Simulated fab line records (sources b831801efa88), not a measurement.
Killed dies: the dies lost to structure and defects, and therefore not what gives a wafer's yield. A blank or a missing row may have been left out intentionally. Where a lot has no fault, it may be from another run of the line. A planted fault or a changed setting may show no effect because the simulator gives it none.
2 desks looking at one fault || flow gf180mcu || what lay behind the numbers comes last; until then each desk has only its own

## THE METROLOGY DESK
What the gauges read, lot by lot, whatever tool the lot ran on: means of the sampled wafers that have a number. The brackets show how far a lot's mean lies from the usual mean; more than 4 standard deviations puts the lot out of limits, marked OUT.
Columns: A = DNWELL_TW at GF_DNWELL_TW_MEAS_09, usual 1352; B = POLY_GATE_OVL at GF_POLY_GATE_OVL_MEAS_11, usual 4 nm
{"lot": "L536", "first seen here": "day 2 18:56", "A": 1343, "B": -4}
{"lot": "L538", "first seen here": "day 3 04:05", "A": 1358, "B": 6}
{"lot": "L541", "first seen here": "day 3 20:41", "A": 1353, "B": 3}
{"lot": "L544", "first seen here": "day 4 12:41", "A": 1341, "B": 8}
{"lot": "L550", "first seen here": "day 5 22:58", "A": 1348, "B": 5}
{"lot": "L553", "first seen here": "day 6 12:10", "A": 1364, "B": 6}
{"lot": "L554", "first seen here": "day 6 17:50", "A": 1361, "B": 8}
{"lot": "L555", "first seen here": "day 6 22:25", "A": 1339, "B": 4}
{"lot": "L556", "first seen here": "day 7 04:43", "A": 1359, "B": 2}
{"lot": "L557", "first seen here": "day 7 10:32", "A": 1335, "B": 9}
{"lot": "L558", "first seen here": "day 7 18:05", "A": 1363, "B": 3}
{"lot": "L559", "first seen here": "day 7 23:35", "A": 1340, "B": 5}
Result from this desk: across the 12 lots, nothing is out of limits.

## DESK OF THE TOOL OWNER: furnace-01
The tool's own readings at GF_STI_OXIDATION_21 (stabilise 600 s, purge 300 s, target thk 15 nm): means of the sampled wafers that have a number, for each lot that ran on this tool. The brackets show how far a lot's mean lies from the usual mean; more than 4 standard deviations puts the lot out of limits, marked OUT.
Columns: A = ox_temp_c at GF_STI_OXIDATION_21, usual 1000.1 C; B = ox_temp_c_max at GF_STI_OXIDATION_21, usual 1004.0; C = spike_tc_bottom_C at GF_STI_OXIDATION_21, usual 1018.4 C
{"lot": "L550", "first seen here": "day 5 03:44", "A": 1000.0, "B": 1004.7, "C": 1018.5}
{"lot": "L554", "first seen here": "day 5 22:50", "A": 1000.1, "B": 1003.8, "C": 1019.0}
{"lot": "L555", "first seen here": "day 6 03:15", "A": 1000.5, "B": 1003.5, "C": 1018.2}
{"lot": "L556", "first seen here": "day 6 08:44", "A": 1000.0, "B": 1003.3, "C": 1018.5}
{"lot": "L557", "first seen here": "day 6 14:44", "A": 1000.0, "B": 1003.7, "C": 1019.1}
{"lot": "L559", "first seen here": "day 7 03:49", "A": 999.6, "B": 1003.7, "C": 1018.9}
Result from this desk: across the 6 lots, nothing is out of limits.

## PUT TOGETHER
The metrology desk saw nothing out of limits.
The tool owner's desk saw nothing out of limits.

## WHAT HAD BEEN PUT IN BY THE SIMULATOR
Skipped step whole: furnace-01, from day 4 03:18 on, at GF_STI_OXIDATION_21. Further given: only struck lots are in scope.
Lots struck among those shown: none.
